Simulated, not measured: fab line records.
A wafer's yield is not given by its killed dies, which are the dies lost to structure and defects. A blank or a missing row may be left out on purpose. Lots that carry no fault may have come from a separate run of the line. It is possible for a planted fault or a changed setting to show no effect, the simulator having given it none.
Problem report in the 8D (eight disciplines) form, filled by code / flow sky130 / the parts of the form that need people (team, actions taken, sign-off) are left out

## 1. THE ISSUE
Mean of developer-temp-C at SKY_METAL1_DEVELOP_14: 21.56 C across 6 wafers in 2 lots; on wafers with no fault it is 21.00 C (standard deviation 0.098). That is +5.7 standard deviations from the usual mean.
The step: develop time 60 s.
Earliest sighting: wafer L389.1 on litho-track-03 at day 37 06:00. The record holds 39 wafers of 13 lots with a number at this step. Rule for "out", or "out of limits": more than 4 standard deviations from the usual mean. All remaining wafers that have a number are taken as sound.

## 2. WHAT IT IS, WHAT IT ISN'T
question=which readings at this step | is=developer-temp-C | is not=chill-plate-temp-C
question=which lots | is=L389, L391 | is not=L376, L378, L379, L380, L381, L382, L383, L384, L394, L396, L397
question=which wafers of those lots | is=all that have a number | is not=-
question=read on which tools | is=litho-track-03 | is not=litho-track-01, litho-track-04
question=when | is=from day 37 06:00 | is not=up to then (24 sound wafers); but 9 sound wafers of L394, L396, L397 came after

## 3. THE SUSPECTS, EACH WITH WHAT RULES IT OUT
Counting: a tool at any process step up to the reading remains a suspect when it ran all the lots that are out and ran no sound lot after the first of those.
- litho-track-03 at SKY_METAL1_DEVELOP_14 (develop time 60 s): kept. It processed each lot that is out, first L389 at day 37 06:00, and no sound lot thereafter; up to then, the last sound lot it processed was L383 at day 35 13:00. Its own developer-temp-C readings are out on those wafers.
Left after counting: litho-track-03 at SKY_METAL1_DEVELOP_14.

## 4. THE CAUSE (what the simulator had put in)
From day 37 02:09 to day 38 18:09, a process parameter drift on litho-track-03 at SKY_METAL1_DEVELOP_14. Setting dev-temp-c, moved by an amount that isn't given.
This tool alone remained once counting was done.

## 5. THE EFFECT CHAIN, in route order
One row per reading whose mean, taken over the struck wafers that have a number, lies over 3 standard deviations from the usual. Only readings for which the record gives a usual standard deviation are gone through. hours: the time from each lot's start at the first step in this table that gives one to its start at this step, as a median over the lots. sigmas: the change in usual standard deviations.
hours=0; step=SKY_METAL1_DEVELOP_14; reading=developer-temp-C; usual=21.00 C; on struck wafers=21.56; change=+0.56; sigmas=+5.7
Its process steps:
- SKY_METAL1_DEVELOP_14: develop time 60 s.

## 6. WHAT WOULD HAVE CAUGHT IT SOONER
The fault began at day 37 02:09; the first out-of-limits reading in this record came at day 37 06:00, 4 hours later.
